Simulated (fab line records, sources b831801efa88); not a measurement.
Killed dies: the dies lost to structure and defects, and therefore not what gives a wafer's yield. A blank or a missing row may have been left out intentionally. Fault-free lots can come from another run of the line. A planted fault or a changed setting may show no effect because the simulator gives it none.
One fault seen from 2 desks    flow sky130    what lay behind the numbers comes last; until then each desk has only its own

AT THE METROLOGY DESK
What the gauges read for every lot (on any tool): the sampled wafers with a number, averaged. Any lot whose mean is over 4 standard deviations away from the usual mean is out of limits and marked OUT; that distance is given in the brackets.
Columns: A = CAP2M_CVD_00_THK at SKY_CAP2M_THK_MEAS_01, usual 15.48 nm
lot   first seen here  A
L230  day 39 23:08     15.31
L231  day 40 13:31     15.86
L233  day 40 16:41     15.38
L234  day 41 00:19     15.62
L235  day 41 04:24     15.66
L236  day 41 19:55     15.23
L241  day 43 06:17     15.43
L242  day 43 09:53     15.37
L243  day 43 13:35     15.47
L244  day 43 18:41     9.32 (-26) OUT
L245  day 44 00:19     15.45
L246  day 44 11:43     15.44
L248  day 45 01:55     9.33 (-26) OUT
L252  day 46 00:31     15.48
This desk finds L244, L248 out of limits, with the earliest case on L244 at day 43 18:41 (CAP2M_CVD_00_THK at SKY_CAP2M_THK_MEAS_01). Within limits: L230, L231, L233, L234, L235, L236, L241, L242, L243, L245, L246, L252.

FOR THE TOOL OWNER'S DESK: pecvd-01
The tool's own readings at SKY_CAP2M_CVD_00 (deposits SiO2, target thk 15.5 nm): means of the sampled wafers that have a number, for each lot that ran on this tool. Any lot whose mean is over 4 standard deviations away from the usual mean is out of limits and marked OUT; that distance is given in the brackets.
Columns: A = heaterPowerW at SKY_CAP2M_CVD_00, usual 735 W
lot   first seen here  A
L234  day 41 00:17     688
L236  day 41 19:54     665
L241  day 43 06:15     683
L243  day 43 13:33     614
L244  day 43 18:40     587
L248  day 45 01:53     663
Finding of this desk: none of the 6 lots has anything out of limits.

ALL TOGETHER
An alarm was possible from the metrology desk at day 43 18:41, on L244, L248.
The desk of the tool owner found nothing out of limits.
Tool owner's desk: L244, L248 on record, inside its limits.
Of the lots named, all ran SKY_CAP2M_CVD_00 on pecvd-01.

WHAT THE SIMULATOR HAD INSERTED
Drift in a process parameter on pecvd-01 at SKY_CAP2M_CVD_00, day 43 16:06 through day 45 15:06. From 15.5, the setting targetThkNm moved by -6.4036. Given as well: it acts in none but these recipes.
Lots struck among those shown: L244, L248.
Time in hours between the start of the fault and the first out-of-limits reading at each desk: metrology desk, 3.
